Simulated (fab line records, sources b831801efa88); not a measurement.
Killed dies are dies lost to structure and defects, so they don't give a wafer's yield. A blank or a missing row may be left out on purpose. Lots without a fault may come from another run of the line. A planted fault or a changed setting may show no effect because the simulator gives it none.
Chamber matching | flow sfq_line | SFQ_TRILAYER_I0_VIA_BARC_OPEN_VIA_ETCH_046 on rie_diel-02: 4 sister chambers
The step etches BARC in O2, target depth 125 nm, time 41.7 s. 8 wafers are shown with their chamber, then 7 later ones without.

WAFERS WITH THEIR CHAMBER
wafer  | chamber | drypump_motor_current_A (A) | oes_product_au (a.u.)
L596.1 | 3       | 5.8                         | 0.681
L599.1 | 0       | 6.0                         | 0.683
L599.4 | 2       | 5.8                         | 0.683
L601.3 | 0       | 6.1                         | 0.676
L601.4 | 1       | 5.4                         | 0.692
L601.5 | 1       | 5.4                         | 0.684
L602.4 | 2       | 5.8                         | 0.685
L602.5 | 3       | 5.8                         | 0.695

WAFERS WITHOUT THEIR CHAMBER
wafer  | drypump_motor_current_A (A) | oes_product_au (a.u.)
L602.6 | 5.8                         | 0.689
L615.2 | 5.8                         | 0.687
L615.4 | 6.1                         | 0.688
L615.6 | 5.4                         | 0.693
L616.1 | 5.4                         | 0.689
L616.3 | 5.8                         | 0.683
L616.5 | 5.9                         | 0.685

WHICH CHAMBER EACH WENT THROUGH
wafer  | from the rows above          | in truth
L602.6 | can't be placed: 3 or 2      | 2
L615.2 | can't be placed: 3 or 2      | 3
L615.4 | 0                            | 0
L615.6 | 1                            | 1
L616.1 | 1                            | 1
L616.3 | can't be placed: 2 or 3      | 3
L616.5 | can't be placed: 2 or 3 or 0 | 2
Placed correctly: 3 of 7. Can't be placed from these rows: 4 (the true chamber is among the candidates in 4). Placed wrongly: 0.
How it was worked out, from the rows above alone: a wafer's distance from a chamber is the root of the sum, over the readings, of the square of ((its reading less the chamber's mean) divided by the reading's scatter). The wafer belongs to the nearest chamber; if the next one is less than 2 further off, it can't be placed. A chamber's mean is the mean of its shown wafers. The scatter: the root of (the sum of the squares of (reading less its chamber's mean) over the shown wafers, divided by (wafers less chambers)).
